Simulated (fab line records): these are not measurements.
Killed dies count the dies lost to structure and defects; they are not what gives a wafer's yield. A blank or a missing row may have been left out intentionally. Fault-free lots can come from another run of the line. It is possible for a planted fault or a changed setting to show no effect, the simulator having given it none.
Struck lot and sound lot, side by side / flow sfqLine / 14 steps out of a route of 325
Sound: these wafers, L191.4, L191.5, L191.6. Struck: wafer L194.1 (L194.3, L194.5, from the same lot, were not struck and are left out); the cause is given at the end.
Per side, at each step with rows, come the tool, then ch with its chambers, and then its first start. Under that, the readings that differ: sound wafers / struck wafers / difference of the means / sigmas: that difference in standard deviations of wafers without a fault.
alike: readings with means less than 2 such deviations apart, plus words and numbers identical on both sides. not compared: withheld readings, readings lacking a value on some wafer, bounds such as >300 that could conceal the same value, and numbers that have no deviation in the record and whose values overlap.
The two part at a step that has a row with sigmas, a row that says differs or no value, or rows on one side only. Numbers that don't overlap but have no deviation are shown without sigmas and don't part them. A reading missing from all wafers of one side parts the sides only when that side holds two or more wafers.

first, 6 steps without rows for these wafers: SFQ_TRILAYER_M6_LITHO_COAT_164 (resist thk 62 nm); SFQ_TRILAYER_M6_LITHO_COAT_159 (resist thk 600 nm); SFQ_TRILAYER_M6_LITHO_SOFTBAKE_163; SFQ_TRILAYER_M6_LITHO_EXPOSE_160 (exposes mask M6, target cd 500 nm); SFQ_TRILAYER_M6_LITHO_PEB_162 (peb time 60 s); SFQ_TRILAYER_M6_LITHO_DEVELOP_161 (time 60 s).
SFQ_M6_OVL_MEAS_940:
  sound on overlay-01, day 62 19:24; struck on overlay-02, day 73 04:34
reading=M6_OVL (nm); sound=3 8 -4; struck=-11; difference=-13; sigmas=-2
SFQ_TRILAYER_M6_BARC_OPEN_METAL_ETCH_206: etches BARC in O2, target depth 125 nm, time 41.7 s.
  sound on rieMetal-03 ch 0,1, day 62 19:26; struck on rieMetal-03 ch 1, day 73 04:37
reading=rfHoursCounterH (h); sound=- - -; struck=48; difference=no value on the sound wafers; sigmas=
  alike: drypumpMotorCurrentA, oesProductAu
SFQ_TRILAYER_M6_ETCH_METAL_ETCH_162: etches Nb in Cl2/Ar, stops on SiO2, target depth 240 nm, time 120 s.
  sound on rieMetal-03 ch 0,1, day 62 19:31; struck on rieMetal-03 ch 1, day 73 04:40
reading=rfHoursCounterH (h); sound=- - -; struck=48; difference=no value on the sound wafers; sigmas=
  alike: drypumpMotorCurrentA, oesProductAu
SFQ_TRILAYER_M6_STRIP_STRIP_163: strips in O2.
  sound on rieMetal-03 ch 0,1, day 62 19:48; struck on rieMetal-03 ch 1, day 73 04:47
reading=rfHoursCounterH (h); sound=- - -; struck=48; difference=no value on the sound wafers; sigmas=
  alike: drypumpMotorCurrentA, oesProductAu
then, 1 step without rows for these wafers: SFQ_TRILAYER_M6_STRIP_SOLV_CLEAN_164 (cleans in NMP, time 600 s).
SFQ_TRILAYER_I6_DEP_PECVD_165: deposits SiO2 from SiH4/N2O, time 111.11 s, target thk 500 nm.
  sound on pecvd-03 ch 0,1,2, day 62 20:25; struck on pecvd-01 ch 1, day 73 05:34
reading=runLengthS (s); sound=138.8 138.5 139.3; struck=132.0; difference=-6.9; sigmas=-15
reading=sinceWetCleanH (h); sound=- - -; struck=786; difference=no value on the sound wafers; sigmas=
reading=model.SiO2_of_TRILAYER_I6_DEP_PECVD_165.thkNm (nm); sound=512.4 508.5 505.6; struck=465.5; difference=-43.3; sigmas=
  alike: heaterPowerW, throttleValvePct
SFQ_TRILAYER_I6_CMP_CMP_166: polishes SiO2.
  sound on cmp-02 ch 0,3, day 63 09:04; struck on cmp-01 ch 2, day 73 08:21
reading=motorCurrentA (A); sound=8.1 10.2 8.7; struck=11.7; difference=+2.7; sigmas=+2
reading=timeToEndpointS (s); sound=216 209 210; struck=189; difference=-23; sigmas=-3
SFQ_I6_BOW_MEAS_941:
  sound on filmMetro-01, day 63 12:08; struck on filmMetro-03, day 73 09:51
  alike: I6_BOW

== WHERE THEY PART ==
Last at SFQ_TRILAYER_I6_CMP_CMP_166 as far as this record goes, first at SFQ_M6_OVL_MEAS_940. Later steps at which nothing parts them and some readings are alike: SFQ_I6_BOW_MEAS_941.

WHY: whatever the simulator had introduced
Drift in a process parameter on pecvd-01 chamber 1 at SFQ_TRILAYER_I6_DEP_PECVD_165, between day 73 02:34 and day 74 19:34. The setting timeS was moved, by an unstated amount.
